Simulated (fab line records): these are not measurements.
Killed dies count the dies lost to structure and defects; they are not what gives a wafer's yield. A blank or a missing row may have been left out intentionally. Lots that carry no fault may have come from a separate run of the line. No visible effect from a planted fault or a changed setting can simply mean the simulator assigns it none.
Code-filled problem report in 8D (eight disciplines) form    flow gf180mcu    the parts of the form that need people (team, actions taken, sign-off) are left out

## 1. WHAT WENT WRONG
V4_CVD_00_THK at GF_V4_THK_MEAS_01 reads a mean of 299 nm on 6 wafers of 2 lots; wafers without a fault read 599 nm with a standard deviation of 8.2. That is -37 standard deviations from the usual mean.
Earliest sighting: wafer L593.1 on film_metro-03 at day 30 13:14. The record has a number at this step for 36 wafers belonging to 12 lots. By rule, "out" or "out of limits" means more than 4 standard deviations away from the usual mean. The rest of the wafers with a number are treated as sound.

## 2. WHAT THIS IS AND IS NOT
question                     is                            is not
which readings at this step  V4_CVD_00_THK                 -
which lots                   L593, L594                    L573, L574, L576, L577, L578, L579, L580, L582, L583, L584
which wafers of those lots   all that have a number        -
read on which gauges         film_metro-02, film_metro-03  film_metro-04
when                         from day 30 13:14             up to then (30 sound wafers)

## 3. SUSPECTS, AND WHAT RULES EACH OUT
Counting: a tool at any process step up to the reading remains a suspect when it ran all the lots that are out and ran no sound lot after the first of those.
- the gauge at GF_V4_THK_MEAS_01 is ruled out. 2 gauges (film_metro-02, film_metro-03) read the wafers that are out.
- rie_diel-02 at GF_V2_ETCH_17 (etches SiO2 in C4F8/O2/Ar, stops on TiN, target depth 630 nm): kept. It ran every lot that is out, first L593 (day 30 13:10), and no sound lot after that; its last sound lot up to then is L584 (day 28 00:40). Because GF_V2_ETCH_17 lacks a start for some lots, the hours and order of its lots are taken from GF_V4_CVD_00.
- hdpcvd-02 at GF_V4_CVD_00 (deposits SiO2, target thk 600 nm, time 100 s): kept. It ran every lot that is out, first L593 (day 30 13:10), and no sound lot after that; its last sound lot up to then is L582 (day 27 14:02). Its own readings are out on those wafers: sih4_flow_sccm.
The count leaves hdpcvd-02 at GF_V4_CVD_00 and rie_diel-02 at GF_V2_ETCH_17.

## 4. THE CAUSE (what the simulator had put in)
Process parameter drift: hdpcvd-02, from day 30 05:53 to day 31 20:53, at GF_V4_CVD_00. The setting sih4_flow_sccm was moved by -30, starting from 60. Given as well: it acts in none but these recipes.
Counting left 2 suspects, and this tool is among them.

## 5. SEQUENCE OF EFFECTS, ordered by route
Each row: a reading whose mean over the struck wafers that have a number lies more than 3 standard deviations from the usual. Scope: only readings with a usual standard deviation given in the record; hours: median across lots of the time from each lot's start at the first step in this table that gives one to its start at this step; sigmas: change in usual standard deviations.
hours  step               reading         usual       on struck wafers  change  sigmas
0      GF_V4_CVD_00       sih4_flow_sccm  59.99 sccm  29.98             -30.01  -99 or more
0      GF_V4_THK_MEAS_01  V4_CVD_00_THK   599 nm      299               -300    -37
It contains these process steps:
- GF_V4_CVD_00: deposits SiO2, target thk 600 nm, time 100 s.

## 6. WHAT WOULD HAVE CAUGHT IT SOONER
The first out-of-limits reading at a measuring or inspecting step in this record came at day 30 13:14, 7 hours after the fault's start at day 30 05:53.
Tool's own readings at GF_V4_CVD_00, sih4_flow_sccm: out on all struck wafers the step has rows for; an alarm limit on them would have tripped on the first.
Of the lots that are out (2), L594 began GF_V4_CVD_00 on hdpcvd-02 after day 30 13:14. A tool hold placed at that time would have kept it from harm.
